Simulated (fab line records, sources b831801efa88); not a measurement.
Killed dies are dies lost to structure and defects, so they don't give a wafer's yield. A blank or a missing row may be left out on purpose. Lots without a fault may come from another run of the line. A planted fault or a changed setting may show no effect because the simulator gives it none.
fab line records | flow sky130
record lots=6 wafers=18 last_day=50
route steps=708 shown VIA2@523 METAL3@532 PAD_OPEN@708
lots that met no fault: from a run of the same line without faults
start_h: hours from the record's first day to the start of the lot's first wafer shown | wait_h: hours since the lot's step before | " the same as in the row above | L1.1+2: a row that stands for several wafers | - no value, or no start given | * or withheld: withheld | < > ~ a bound
route shown NAME@n: a module of which the file shows steps, and the number in the route of the first | usual: mean/standard deviation of fault-free wafers | same: alike in all rows | chamber/n: place in a boat | sites: the reading at each site | _std_site: their standard deviation | _edge_site: outer sites' mean less inner sites' | radius_mm: how far each site lies from the wafer's centre | mask NAME#n: copy n | behind: the tool/chamber that last shaped the wafer | hold: why the lot was held/for how many hours/how that ended | device: the transistor (n, p or np) that didn't switch | end of line: the same wafers' tests at the end of the route | a step without rows: its recipe alone | killed: dies lost to structure and defects at the first sort, not the wafer's yield | map: a wafer's dies, x killed, . not, _ none there
set.NAME: the setting as run; set.NAME@STEP: as run at that earlier step | model.NAME: the simulator's own value behind a step, which no gauge read
lots at some steps of the route; a table a step, a row a wafer
services: from which hour (start_h, from the record's first day; less than 0 if before it) a tool's chamber was out of use, for how many hours, and why
## steps
# step SKY_VIA2_STRIP_16
# recipe chemistry=O2/N2 power_w=1400 pressure_mtorr=1500 platen_temp_c=withheld o2_flow_sccm=3000 n2_flow_sccm=300 overash_fraction=0.5
# step SKY_VIA2_STRIP_17
# recipe chemistry=post_etch_residue_remover time_s=1200 temp_c=72.5
# step SKY_VIA2_CLEAN_18
# recipe chemistry=IPA time_s=180 temp_c=25
# step SKY_VIA2_CLEAN_19
# recipe chemistry=O3/DIW dry=n2_spin
# step SKY_VIA2_SPUTTER_20
# recipe material=TiN target_thk_nm=20 chamber_pressure_pa=5 power_w=4000 time_s=80
# usual cathode_dc_power_W=4000.0/0.75 throttle_valve_pct=30.2/0.95
# columns lot.wafer tool chamber start_h wait_h cathode_dc_power_W throttle_valve_pct
L599.2 pvd_sputter-04 - 875.10 0.0 4000.3 30.9
L599.5 " - " " 3998.8 31.0
L599.6 " - " " 3999.7 30.6
L601.1 pvd_sputter-01 - 886.57 0.0 4000.0 30.2
L601.2 " - " " 3998.3 28.8
L601.5 " - " " 4000.3 31.3
L602.2 pvd_sputter-01 - 894.66 0.0 3999.8 28.6
L602.4 " - " " 4000.0 29.4
L602.5 " - " " 4000.3 29.3
L612.1 pvd_sputter-01 - 970.23 0.0 4000.0 30.2
L612.2 " - " " 3999.9 28.8
L612.4 " - " " 3999.2 31.2
L613.2 pvd_sputter-03 - 974.58 0.0 3999.6 29.3
L613.4 " - " " 3999.3 32.3
L613.5 " - " " 4000.4 30.3
L618.2 pvd_sputter-01 - 1024.07 0.0 4000.3 30.2
L618.5 " - " " 4001.1 29.4
L618.6 " - " " 4000.0 30.2
# step SKY_VIA2_CVD_21
# recipe material=W target_thk_nm=420 time_s=126.4 temp_c=397.6 pressure_torr=40
# step SKY_VIA2_RS_MEAS_22
# recipe thk_meas_gauge=four-point-probe reads=W_of_VIA2_CVD_21+TiN_of_VIA2_SPUTTER_20
# usual VIA2_W_RS=0.2876/0.0026
# columns lot.wafer tool chamber start_h wait_h VIA2_W_RS[ohm/sq]
L599.2 film_metro-01 - 875.31 0.1 0.2882
L599.5 " - " " 0.2884
L599.6 " - " " 0.2860
L601.1 film_metro-01 - 886.76 0.1 0.2886
L601.2 " - " " 0.2865
L601.5 " - " " 0.2855
L602.2 film_metro-03 - 894.87 0.1 0.2907
L602.4 " - " " 0.2871
L602.5 " - " " 0.2864
L612.1 film_metro-01 - 970.42 0.1 0.2889
L612.2 " - " " 0.2924
L612.4 " - " " 0.2865
L613.2 film_metro-02 - 974.79 0.1 0.2871
L613.4 " - " " 0.2870
L613.5 " - " " 0.2890
L618.2 film_metro-01 - 1024.28 0.1 0.2908
L618.5 " - " " 0.2924
L618.6 " - " " 0.2871
# step SKY_VIA2_THK_MEAS_23
# recipe thk_meas_gauge=xrf reads=W_of_VIA2_CVD_21
# usual VIA2_W_THK=384/5.3
# columns lot.wafer tool chamber start_h wait_h VIA2_W_THK[nm]
L599.2 film_metro-01 - 875.42 0.1 384
L599.5 " - " " 383
L599.6 " - " " 387
L601.1 film_metro-01 - 886.88 0.1 384
L601.2 " - " " 382
L601.5 " - " " 388
L602.2 film_metro-03 - 894.98 0.1 388
L602.4 " - " " 395
L602.5 " - " " 395
L612.1 film_metro-01 - 970.54 0.1 382
L612.2 " - " " 377
L612.4 " - " " 384
L613.2 film_metro-02 - 974.90 0.1 379
L613.4 " - " " 382
L613.5 " - " " 379
L618.2 film_metro-01 - 1024.39 0.1 385
L618.5 " - " " 383
L618.6 " - " " 388
# step SKY_VIA2_CMP_24
# recipe stop_on=SiO2 t_overpolish_s=20 down_force_psi=3.5 platen_rpm=60 target_thk_nm=0 pad_velocity_m_s=0.94248
# usual motor_current_A=10.8/0.91 overpolish_run_s=20.000/0.009 time_to_endpoint_s=97/3.6
# columns lot.wafer tool chamber start_h wait_h motor_current_A overpolish_run_s time_to_endpoint_s
L599.2 cmp-02 3 875.62 0.2 9.3 19.989 96
L599.6 " 0 " " 13.2 19.987 96
L599.5 " 1 " " 11.1 19.995 98
L601.2 cmp-01 2 886.94 0.0 10.4 20.003 100
L601.1 " 0 " " 10.7 19.999 101
L601.5 " 3 " " 10.7 19.992 98
L602.4 cmp-02 2 895.03 0.0 11.7 19.987 98
L602.2 " 3 " " 9.6 19.989 98
L602.5 " 3 " " 9.2 19.995 97
L612.4 cmp-01 1 970.60 0.0 10.8 20.018 93
L612.1 " 3 " " 10.6 19.987 95
L612.2 " 0 " " 10.7 20.005 93
L613.2 cmp-01 1 975.04 0.1 10.5 20.021 98
L613.4 " 2 " " 10.7 20.009 97
L613.5 " 1 " " 11.1 19.994 95
L618.2 cmp-02 1 1025.05 0.7 11.5 20.006 99
L618.5 " 2 " " 11.3 19.997 98
L618.6 " 3 " " 9.4 19.997 100
# step SKY_METAL3_SPUTTER_00
# recipe material=Ti target_thk_nm=15 power_w=3000 time_s=10 chamber_pressure_pa=0.4
# usual cathode_dc_power_W=3000.0/0.61 throttle_valve_pct=30.0/0.86
# columns lot.wafer tool chamber start_h wait_h cathode_dc_power_W throttle_valve_pct
L599.2 pvd_sputter-02 - 875.77 0.1 2999.4 29.3
L599.5 " - " " 2999.5 28.9
L599.6 " - " " 2999.8 30.9
L601.1 pvd_sputter-02 - 887.24 0.1 3000.6 29.2
L601.2 " - " " 2999.7 30.8
L601.5 " - " " 3000.3 29.5
L602.2 pvd_sputter-02 - 895.33 0.2 3000.6 30.7
L602.4 " - " " 3000.5 30.8
L602.5 " - " " 2999.8 29.4
L612.1 pvd_sputter-02 - 970.90 0.1 2999.8 28.9
L612.2 " - " " 2998.9 29.5
L612.4 " - " " 3000.0 30.8
L613.2 pvd_sputter-01 - 975.34 0.2 2999.9 29.3
L613.4 " - " " 2999.7 31.3
L613.5 " - " " 3000.8 29.3
L618.2 pvd_sputter-04 - 1025.20 0.1 3000.6 30.8
L618.5 " - " " 2999.1 29.0
L618.6 " - " " 3001.3 30.8
# step SKY_METAL3_SPUTTER_01
# recipe material=TiN target_thk_nm=20 power_w=6500 time_s=16.7 chamber_pressure_pa=0.4
# step SKY_METAL3_SPUTTER_02
# recipe material=AlCu target_thk_nm=735 power_w=10600 time_s=39.1 chamber_pressure_pa=0.4
# usual cathode_dc_power_W=10600/1.9 throttle_valve_pct=30.0/0.82
# columns lot.wafer tool chamber start_h wait_h cathode_dc_power_W throttle_valve_pct
L599.2 pvd_sputter-02 - 875.82 0.0 10602 29.1
L599.5 " - " " 10597 29.0
L599.6 " - " " 10601 30.7
L601.1 pvd_sputter-02 - 887.29 0.0 10601 29.4
L601.2 " - " " 10596 30.7
L601.5 " - " " 10601 29.3
L602.2 pvd_sputter-02 - 895.38 0.0 10605 30.7
L602.4 " - " " 10601 30.9
L602.5 " - " " 10601 29.3
L612.1 pvd_sputter-02 - 970.95 0.0 10602 29.1
L612.2 " - " " 10599 29.3
L612.4 " - " " 10599 31.0
L613.2 pvd_sputter-01 - 975.38 0.0 10599 29.5
L613.4 " - " " 10599 31.3
L613.5 " - " " 10600 29.6
L618.2 pvd_sputter-04 - 1025.25 0.0 10597 30.6
L618.5 " - " " 10602 28.8
L618.6 " - " " 10602 30.9
# step SKY_METAL3_SPUTTER_03
# recipe material=Ti target_thk_nm=5 power_w=3000 time_s=3.3 chamber_pressure_pa=0.4
# usual cathode_dc_power_W=3000.0/0.51 throttle_valve_pct=30.0/0.86
# columns lot.wafer tool chamber start_h wait_h cathode_dc_power_W throttle_valve_pct model.Ti_of_METAL3_SPUTTER_03.thk_nm
L599.2 pvd_sputter-02 - 875.86 0.0 2999.2 29.3 5.014
L599.5 " - " " 3000.7 29.4 5.055
L599.6 " - " " 2999.9 30.9 4.999
L601.1 pvd_sputter-02 - 887.33 0.0 3000.3 29.4 5.267
L601.2 " - " " 3000.2 30.8 5.156
L601.5 " - " " 3272.9 29.0 5.73
L602.2 pvd_sputter-02 - 895.42 0.0 2999.5 30.4 5.04
L602.4 " - " " 2999.9 31.0 5.083
L602.5 " - " " 3272.2 29.3 5.577
L612.1 pvd_sputter-02 - 970.99 0.0 3000.2 29.1 5.004
L612.2 " - " " 2999.6 29.3 4.96
L612.4 " - " " 2999.4 31.0 4.878
L613.2 pvd_sputter-01 - 975.42 0.0 3001.2 29.0 5.191
L613.4 " - " " 2999.7 31.6 5.225
L613.5 " - " " 2999.4 29.4 5.155
L618.2 pvd_sputter-04 - 1025.29 0.0 3000.4 30.8 4.956
L618.5 " - " " 3000.3 29.1 4.916
L618.6 " - " " 3000.3 30.9 5.006
# step SKY_METAL3_SPUTTER_04
# recipe material=TiN target_thk_nm=70 power_w=6500 time_s=58.3 chamber_pressure_pa=0.4
# usual cathode_dc_power_W=6500.0/1.2 throttle_valve_pct=30.0/0.82
# columns lot.wafer tool chamber start_h wait_h cathode_dc_power_W throttle_valve_pct
L599.2 pvd_sputter-02 - 875.88 0.0 6500.5 29.2
L599.5 " - " " 6497.4 29.2
L599.6 " - " " 6501.6 30.6
L601.1 pvd_sputter-02 - 887.34 0.0 6499.6 29.3
L601.2 " - " " 6501.3 30.6
L601.5 " - " " 6499.3 29.2
L602.2 pvd_sputter-02 - 895.44 0.0 6500.5 30.7
L602.4 " - " " 6501.8 31.0
L602.5 " - " " 6499.9 29.4
L612.1 pvd_sputter-02 - 971.00 0.0 6501.0 29.2
L612.2 " - " " 6500.6 29.4
L612.4 " - " " 6500.6 30.8
L613.2 pvd_sputter-01 - 975.44 0.0 6498.8 29.3
L613.4 " - " " 6499.3 31.3
L613.5 " - " " 6498.4 29.4
L618.2 pvd_sputter-04 - 1025.31 0.0 6500.1 30.7
L618.5 " - " " 6499.8 28.9
L618.6 " - " " 6502.8 30.7
# step SKY_PAD_OPEN_PROBE_99
# usual defect_limited_yield=82.6/2.1 killed_at_M0_to_M3=44/7.5 killed_at_M4_up=3.1/1.7 killed_at_contacts=24/6.2 killed_at_front_end=15/4.2 killed_at_other=0.4/0.58 killed_dies=85/10 killed_open=47/7.7 killed_short=38/6.4 sort_bin_3_pad_short=0.8/0.41 sort_bin_5_function=10.3/1.7 sort_bin_6_memory=6.2/1.1 sort_n_pass=407/10 sort_yield_pct=82.6/2.1
# same gross_dies=492 killed_at_back_side=0 sort_bin_4_leakage[%]=0 sort_bin_8_speed[%]=0
# columns lot.wafer tool chamber start_h wait_h defect_limited_yield[%] killed_at_M0_to_M3 killed_at_M4_up killed_at_contacts killed_at_front_end killed_at_other killed_dies killed_open killed_short sort_bin_3_pad_short[%] sort_bin_5_function[%] sort_bin_6_memory[%] sort_n_pass sort_yield_pct[%]
L613.2 prober-02 - 1171.75 0.1 82.3 43 2 27 15 0 87 42 45 1.0 9.6 7.1 405 82.3
L613.4 prober-02 - 1171.85 0.2 80.1 51 3 27 16 1 98 57 41 0.8 13.6 5.5 394 80.1
L613.5 prober-02 - 1171.90 0.2 79.7 42 2 34 21 1 100 59 41 1.2 11.4 7.7 392 79.7
L618.2 prober-01 - 1205.58 0.1 83.7 36 3 26 15 0 80 39 41 0.4 11.2 4.7 412 83.7
L618.5 prober-01 - 1205.73 0.2 83.3 40 2 18 22 0 82 44 38 0.6 10.4 5.7 410 83.3
L618.6 prober-01 - 1205.78 0.2 81.7 47 0 27 16 0 90 58 31 0.8 9.8 7.7 402 81.7
# killed by level:class
L613.2 CONTACT:geometric_particle:open=10 VIA1:geometric_particle:open=7 LOCAL_INTERCONNECT:geometric_particle:short=6 VIA3:geometric_particle:short=6 METAL2:geometric_particle:short=6 FIELD_ISO:geometric_particle:short=5 POLY_GATE:geometric_particle:open=4 LI_CONTACT:geometric_particle:short=4
L613.4 CONTACT:geometric_particle:open=11 VIA2:geometric_particle:open=11 VIA1:geometric_particle:open=10 METAL1:geometric_particle:short=9 VIA3:geometric_particle:open=8 LI_CONTACT:geometric_particle:open=6 POLY_GATE:geometric_particle:short=5 CONTACT:geometric_particle:short=5
L613.5 CONTACT:geometric_particle:open=17 VIA3:geometric_particle:open=9 LI_CONTACT:geometric_particle:open=8 VIA1:geometric_particle:open=8 FIELD_ISO:geometric_particle:open=6 FIELD_ISO:geometric_particle:short=6 METAL2:geometric_particle:short=6 VIA3:geometric_particle:short=6
L618.2 CONTACT:geometric_particle:open=8 VIA1:geometric_particle:open=7 LOCAL_INTERCONNECT:geometric_particle:short=6 VIA3:geometric_particle:open=6 FIELD_ISO:geometric_particle:short=5 CONTACT:geometric_particle:short=5 VIA1:geometric_particle:short=5 METAL2:geometric_particle:short=5
L618.5 VIA1:geometric_particle:open=11 VIA3:geometric_particle:open=8 POLY_GATE:geometric_particle:short=7 CONTACT:geometric_particle:open=7 FIELD_ISO:geometric_particle:short=5 METAL2:geometric_particle:short=5 LI_CONTACT:geometric_particle:open=4 METAL1:geometric_particle:short=4
L618.6 VIA1:geometric_particle:open=17 VIA2:geometric_particle:open=11 CONTACT:geometric_particle:open=10 VIA3:geometric_particle:open=6 FIELD_ISO:geometric_particle:open=5 LI_CONTACT:geometric_particle:open=5 CONTACT:geometric_particle:short=5 METAL1:geometric_particle:short=5
## services
# columns tool chamber start_h hours kind
cmp-02 - 852.67 2.3 repair
cmp-02 - 861.98 1.3 repair
cmp-01 - 873.83 3.1 repair
pvd_sputter-03 - 904.85 24.6 repair
cmp-02 - 912.14 4.0 pm
pvd_sputter-04 0 917.78 - consumable_replace:kit
pvd_sputter-04 0 917.78 18.0 scheduled_down
pvd_sputter-04 0 917.78 18.0 vent_cycle
pvd_sputter-02 3 923.43 - consumable_replace:kit
pvd_sputter-02 3 923.43 18.0 scheduled_down
pvd_sputter-02 3 923.43 18.0 vent_cycle
pvd_sputter-04 - 937.41 8.7 repair
pvd_sputter-04 - 964.66 21.3 repair
pvd_sputter-02 - 965.46 5.1 repair
cmp-02 - 973.11 12.0 pm
pvd_sputter-01 2 981.10 - consumable_replace:kit
pvd_sputter-01 2 981.10 18.0 scheduled_down
pvd_sputter-01 2 981.10 18.0 vent_cycle
cmp-01 - 984.86 1.3 repair
pvd_sputter-01 - 999.93 6.8 repair
pvd_sputter-02 2 1003.29 - consumable_replace:kit
pvd_sputter-02 2 1003.29 18.0 scheduled_down
pvd_sputter-02 2 1003.29 18.0 vent_cycle
cmp-01 - 1021.88 10.0 pm
## key
first_sign step=SKY_METAL3_SPUTTER_03 reading=cathode_dc_power_W direction=up sigmas=99+ usual=3000.0 struck=3272.6
effect none on later readings
model_effect step=SKY_METAL3_SPUTTER_03 value=Ti_of_METAL3_SPUTTER_03.thk_nm without=5.2 struck=5.654
met_at SKY_METAL3_SPUTTER_03
struck_wafers L601.5,L602.5
fault kind=process_parameter_drift tool=pvd_sputter-02 chamber=- onset_h=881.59 steps=SKY_METAL3_SPUTTER_03 channel=power_w offset=* shape=step end_h=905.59 acts_in=* stated=* scope=struck_wafers_only
